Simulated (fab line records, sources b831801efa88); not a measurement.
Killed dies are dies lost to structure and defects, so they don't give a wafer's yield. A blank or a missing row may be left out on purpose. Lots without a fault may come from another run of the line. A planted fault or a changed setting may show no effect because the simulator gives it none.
fab line records | flow sky130
record lots=4 wafers=12 last_day=49
route steps=708 shown LOCAL_INTERCONNECT@400 CONTACT@406 METAL1@434 PAD_OPEN@708
lots that met no fault: from a run of the same line without faults
start_h: hours from the record's first day to the start of the lot's first wafer shown | wait_h: hours since the lot's step before | " the same as in the row above | L1.1+2: a row that stands for several wafers | - no value, or no start given | * or withheld: withheld | < > ~ a bound
route shown NAME@n: a module of which the file shows steps, and the number in the route of the first | usual: mean/standard deviation of fault-free wafers | same: alike in all rows | chamber/n: place in a boat | sites: the reading at each site | _std_site: their standard deviation | _edge_site: outer sites' mean less inner sites' | radius_mm: how far each site lies from the wafer's centre | mask NAME#n: copy n | behind: the tool/chamber that last shaped the wafer | hold: why the lot was held/for how many hours/how that ended | device: the transistor (n, p or np) that didn't switch | end of line: the same wafers' tests at the end of the route | a step without rows: its recipe alone | killed: dies lost to structure and defects at the first sort, not the wafer's yield | map: a wafer's dies, x killed, . not, _ none there
set.NAME: the setting as run; set.NAME@STEP: as run at that earlier step | model.NAME: the simulator's own value behind a step, which no gauge read
lots at some steps of the route; a table a step, a row a wafer
services: from which hour (start_h, from the record's first day; less than 0 if before it) a tool's chamber was out of use, for how many hours, and why
## steps
# step SKY_LOCAL_INTERCONNECT_ETCH_13
# recipe chemistry=N2/H2 target=BARC ion_energy_ev=200 bias_w=100 pressure_mtorr=30 n2_flow_sccm=100 h2_flow_sccm=200 icp_w=500 stop_on=SiO2 time_s=45.9 target_depth_a=600
# step SKY_LOCAL_INTERCONNECT_METAL_ETCH_14
# recipe target_depth_nm=110 stop_on=PSG chemistry=Cl2/BCl3 target=TiN resist_sidewall_deg=88 pressure_mtorr=10 icp_w=900 bias_w=48.5 Cl2_flow_sccm=60 bcl3_flow_sccm=30 time_s=31.4
# step SKY_LOCAL_INTERCONNECT_STRIP_15
# recipe chemistry=O2/N2 power_w=1400 pressure_mtorr=1500 platen_temp_c=withheld o2_flow_sccm=3000 n2_flow_sccm=300 overash_fraction=0.5
# step SKY_LOCAL_INTERCONNECT_STRIP_16
# recipe chemistry=post_etch_residue_remover time_s=1200 temp_c=72.5
# step SKY_LOCAL_INTERCONNECT_CLEAN_17
# recipe chemistry=IPA time_s=180 temp_c=25
# step SKY_LOCAL_INTERCONNECT_CLEAN_18
# recipe chemistry=O3/DIW dry=n2_spin
# step SKY_CONTACT_CVD_00
# recipe material=Si3N4 target_thk_nm=75 temp_c=400 time_s=withheld rf_w=450
# step SKY_CONTACT_HDPCVD_02
# recipe material=SiO2 target_thk_nm=565 sigma_open_frac=0.3 time_s=94.2 temp_c=600 sih4_flow_sccm=60 pressure_mtorr=6
# step SKY_CONTACT_CMP_04
# recipe material=SiO2 down_force_psi=4 platen_rpm=60 pad_velocity_m_s=0.94248
# usual motor_current_A=11.9/1.1 retaining_ring_pressure_frac=1.000/0.0046 slurry_filter_dp_kPa=13.51/0.14 time_to_endpoint_s=84/3.2
# columns lot.wafer tool chamber start_h wait_h motor_current_A retaining_ring_pressure_frac slurry_filter_dp_kPa time_to_endpoint_s
L664.4 cmp-01 3 705.43 0.1 12.1 0.998 13.54 86
L664.3 " 1 " " 10.3 1.004 13.65 83
L664.6 " 3 " " 11.9 1.000 13.56 83
L668.2 cmp-01 0 745.17 0.8 11.8 0.998 13.67 81
L668.4 " 2 " " 14.9 0.997 13.45 81
L668.6 " 1 " " 10.3 0.994 13.64 86
L680.1 cmp-01 2 851.23 0.1 14.1 1.004 13.62 80
L680.5 " 2 " " 13.8 1.002 13.51 81
L680.6 " 3 " " 12.0 1.001 13.51 84
L681.2 cmp-01 2 859.14 0.0 14.0 1.007 13.33 82
L681.1 " 3 " " 11.3 0.998 13.46 88
L681.4 " 1 " " 9.8 1.002 13.76 82
# step SKY_CONTACT_DEHYDRATE_06
# recipe temp_c=200 time_s=60
# step SKY_CONTACT_HMDS_07
# recipe prime_time_s=60 prime_temp_c=120
# step SKY_CONTACT_COAT_08
# recipe resist=BARC temp_c=withheld time_s=withheld spin_rpm=3000 resist_thk_nm=60
# step SKY_CONTACT_COAT_09
# recipe resist=KrF-thick spin_rpm=3000 resist_thk_nm=450
# step SKY_CONTACT_SOFTBAKE_10
# recipe temp_c=100 time_s=90 resist=KrF-thick
# step SKY_CONTACT_EXPOSE_11
# recipe mask_id=CTM1 na=0.8 source_shape=annular sigma_inner=0.55 sigma_outer=0.85 target_cd_nm=170 dose_mj=38
# step SKY_CONTACT_PEB_12
# recipe peb_temp_c=withheld peb_time_s=withheld resist=KrF-thick
# step SKY_CONTACT_DEVELOP_13
# recipe develop_time_s=60 resist=KrF-thick dev_temp_c=21
# step SKY_CONTACT_ETCH_16
# recipe chemistry=N2/H2 target=BARC ion_energy_ev=200 source_w=500 bias_w=100 pressure_mtorr=30 n2_flow_sccm=100 h2_flow_sccm=200 stop_on=SiO2 time_s=45.9 target_depth_a=600
# step SKY_CONTACT_ETCH_17
# recipe target=SiO2 chemistry=C4F8/O2/Ar stop_on=Si3N4 mask_material=KrF-thick source_w=1500 bias_w=1200 pressure_mtorr=40 c4f8_flow_sccm=withheld O2_flow_sccm=6 Ar_flow_sccm=300 time_s=withheld target_depth_a=3400
# step SKY_CONTACT_ETCH_18
# recipe target=Si3N4 chemistry=CHF3/O2 stop_on=TiN source_w=600 bias_w=200 pressure_mtorr=40 chf3_flow_sccm=50 O2_flow_sccm=5 time_s=39 target_depth_a=750
# step SKY_CONTACT_STRIP_19
# recipe chemistry=O2/N2 power_w=1400 pressure_mtorr=1500 platen_temp_c=withheld o2_flow_sccm=3000 n2_flow_sccm=300 overash_fraction=0.5
# step SKY_CONTACT_STRIP_20
# recipe chemistry=post_etch_residue_remover time_s=1200 temp_c=72.5
# step SKY_CONTACT_CLEAN_21
# recipe chemistry=IPA time_s=180 temp_c=25
# step SKY_CONTACT_CLEAN_22
# recipe chemistry=O3/DIW dry=n2_spin
# step SKY_CONTACT_SPUTTER_23
# recipe material=TiN target_thk_nm=20 chamber_pressure_pa=5 power_w=4000 time_s=80
# step SKY_CONTACT_CVD_24
# recipe material=W target_thk_nm=340 time_s=102.12 temp_c=400 pressure_torr=40
# step SKY_CONTACT_CMP_27
# recipe stop_on=SiO2 t_overpolish_s=15 down_force_psi=3.5 platen_rpm=60 target_thk_nm=0 pad_velocity_m_s=0.94248
# step SKY_METAL1_SPUTTER_00
# recipe material=Ti target_thk_nm=15 power_w=3000 time_s=10 chamber_pressure_pa=0.4
# step SKY_METAL1_SPUTTER_01
# recipe material=TiN target_thk_nm=20 power_w=6500 time_s=16.7 chamber_pressure_pa=0.4
# step SKY_METAL1_SPUTTER_02
# recipe material=AlCu target_thk_nm=250 power_w=10600 time_s=13.3 chamber_pressure_pa=0.4
# step SKY_METAL1_SPUTTER_03
# recipe material=Ti target_thk_nm=5 power_w=3000 time_s=3.3 chamber_pressure_pa=0.4
# step SKY_METAL1_SPUTTER_04
# recipe material=TiN target_thk_nm=70 power_w=6500 time_s=58.3 chamber_pressure_pa=0.4
# step SKY_PAD_OPEN_PROBE_99
# usual killed_at_M0_to_M3=44/7.2 killed_at_M4_up=3.1/1.7 killed_at_contacts=24/5.2 killed_at_front_end=15/4.1 killed_at_other=0.3/0.61 killed_dies=87/10 killed_on_rim=17/3.8 killed_open=48/7.5 killed_short=39/6.6
# same gross_dies=492 killed_at_back_side=0
# columns lot.wafer tool chamber start_h wait_h killed_at_M0_to_M3 killed_at_M4_up killed_at_contacts killed_at_front_end killed_at_other killed_dies killed_on_rim killed_open killed_short
L668.2 prober-02 - 1105.03 0.1 39 1 21 17 0 78 16 49 29
L668.4 prober-02 - 1105.13 0.2 30 2 17 16 0 65 14 40 25
L668.6 prober-02 - 1105.23 0.2 42 4 32 22 0 100 23 49 51
L680.1 prober-02 - 1179.12 0.1 31 3 158 16 0 208 42 41 30
L680.5 prober-02 - 1179.32 0.2 35 1 143 19 0 198 39 37 35
L681.1 prober-01 - 1182.70 0.1 34 1 27 17 1 80 21 45 35
L681.2 prober-01 - 1182.75 0.1 30 1 147 16 0 194 36 42 32
L681.4 prober-01 - 1182.85 0.2 33 2 16 16 0 67 10 36 31
# killed by level:class
L668.2 VIA1:geometric_particle:open=9 VIA2:geometric_particle:open=8 CONTACT:geometric_particle:open=7 VIA3:geometric_particle:open=7 FIELD_ISO:geometric_particle:open=6 LI_CONTACT:geometric_particle:open=6 FIELD_ISO:geometric_particle:short=4 CONTACT:geometric_particle:short=4
L668.4 VIA1:geometric_particle:open=10 CONTACT:geometric_particle:open=6 FIELD_ISO:geometric_particle:short=5 VIA2:geometric_particle:open=5 FIELD_ISO:geometric_particle:open=4 LI_CONTACT:geometric_particle:open=4 CONTACT:geometric_particle:short=4 POLY_CUT:geometric_particle:open=3
L668.6 CONTACT:geometric_particle:short=9 VIA1:geometric_particle:open=8 VIA2:geometric_particle:open=8 CONTACT:geometric_particle:open=8 METAL2:geometric_particle:short=7 FIELD_ISO:geometric_particle:open=5 POLY_GATE:geometric_particle:open=5 VIA3:geometric_particle:open=5
L680.1 CONTACT:unspecified=137 CONTACT:geometric_particle:open=9 VIA1:geometric_particle:open=8 METAL1:geometric_particle:short=5 VIA2:geometric_particle:open=5 FIELD_ISO:geometric_particle:open=4 LI_CONTACT:geometric_particle:open=4 VIA3:geometric_particle:open=4
L680.5 CONTACT:unspecified=126 VIA2:geometric_particle:open=9 CONTACT:geometric_particle:open=8 POLY_GATE:geometric_particle:short=6 METAL1:geometric_particle:short=6 VIA1:geometric_particle:short=5 LI_CONTACT:geometric_particle:open=4 POLY_GATE:geometric_particle:open=4
L681.1 LI_CONTACT:geometric_particle:open=8 VIA1:geometric_particle:open=8 CONTACT:geometric_particle:open=7 POLY_GATE:geometric_particle:open=6 LI_CONTACT:geometric_particle:short=6 FIELD_ISO:geometric_particle:open=5 METAL1:geometric_particle:short=5 METAL2:geometric_particle:short=4
L681.2 CONTACT:unspecified=118 CONTACT:geometric_particle:open=16 METAL2:geometric_particle:short=8 VIA1:geometric_particle:open=6 POLY_GATE:geometric_particle:short=5 VIA3:geometric_particle:open=5 LI_CONTACT:geometric_particle:open=4 FIELD_ISO:geometric_particle:short=3
L681.4 VIA3:geometric_particle:open=9 CONTACT:geometric_particle:open=8 FIELD_ISO:geometric_particle:short=7 METAL2:geometric_particle:short=5 FIELD_ISO:geometric_particle:open=4 POLY_GATE:geometric_particle:short=4 VIA3:geometric_particle:short=4 LI_CONTACT:geometric_particle:open=4
# map L680.1 (x killed, . not)
__________x.xxx.x..x_________
________x.x.xx.x..xx.x_______
______x..xxxxx.x.x.xxx.x_____
_____.x..x.xx...xx...x..x____
____x...x....xx..xx....x.x___
___.....x..x.x..x......x..x__
__x..x...x.xxxx.x.xx....x..x_
_.xx..x..xx..xx..x...xx.x.xxx
_xx..x.x.x..xx....x........xx
_...xxxx..x..........x..x..x.
_..xx.x..xx..x.x...xx....x..x
_x.xxx...x..xx..x.x...x.x..xx
_..xxx...x..xx..x...x..x..x..
_.xx..xx...x.x..xxxx.xxx.....
_.x..x.x.x.x..xx..x..x...x..x
__....xxxx.xx.x.x.xx.xx.x..x_
___..xx.xx..xx..x..xxx...x.__
____..x...xx.x.xx.x...x.x.___
_____x...x......x...x...x____
______xxxxxxxxx..xx....x_____
________....x..x.xxx.x_______
__________.........x_________
# map L681.2 (x killed, . not)
__________x.x..xxx.._________
________..x...xx.xx..._______
______...xxx.x.x..xxx..._____
_____x.x.x..x.x.....xx.x.____
____...xxx.x........x....x___
___.x...x..x.x.xx..xxxx.x.x__
__x...xx....xxx.....xx.x...x_
_x.xx.xx...xx....x.x...xxx.xx
_.x.xx.x..xxx.xx........x..xx
_.xxxx.xx.xx...xxx..xxx..xxx.
_x.x.....xxxx.x.....x.....x..
_..x.x...xx.x.xxxx.....x...xx
_..xx.x...xx.x..x...xx.x.x.x.
_.......x.xx...xx.x...x.....x
_x........x.x....xx....x...xx
__..x..x...x.x........xxxx.._
___x..x....x.x...xx.xx.xxxx__
____...x..x............x..___
_____x..xx.xxx.x.x.....x.____
______......xx..x.x.x..x_____
________.x.x....xx..x._______
__________x..xxx..x._________
## services
# columns tool chamber start_h hours kind
cmp-01 - 700.89 0.3 repair
cmp-01 - 740.41 0.6 repair
cmp-01 - 744.11 0.8 repair
cmp-01 - 843.13 0.5 repair
## key
first_sign step=SKY_PAD_OPEN_PROBE_99 reading=killed_at_contacts direction=up sigmas=24 usual=24 struck=149
effect step=SKY_PAD_OPEN_PROBE_99 reading=killed_dies direction=up sigmas=11 usual=87 struck=200
met_at SKY_CONTACT_CMP_04
struck_wafers L680.1,L680.5,L681.2
tester_left_out L680,L681
onset_between 745.17 851.23
fault kind=chamber_particle_source tool=cmp-01 chamber=2 onset_h=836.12 steps=SKY_CONTACT_CMP_04 rate_per_visit_cm2=0.58738 end_h=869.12
# tester_left_out: of these lots the tester's yield and bins aren't shown, on N5 and GAA mostly nor the transistor test; their killed dies are dies lost to structure and defects alone, not to doping, threshold or leakage, so they don't give the yield
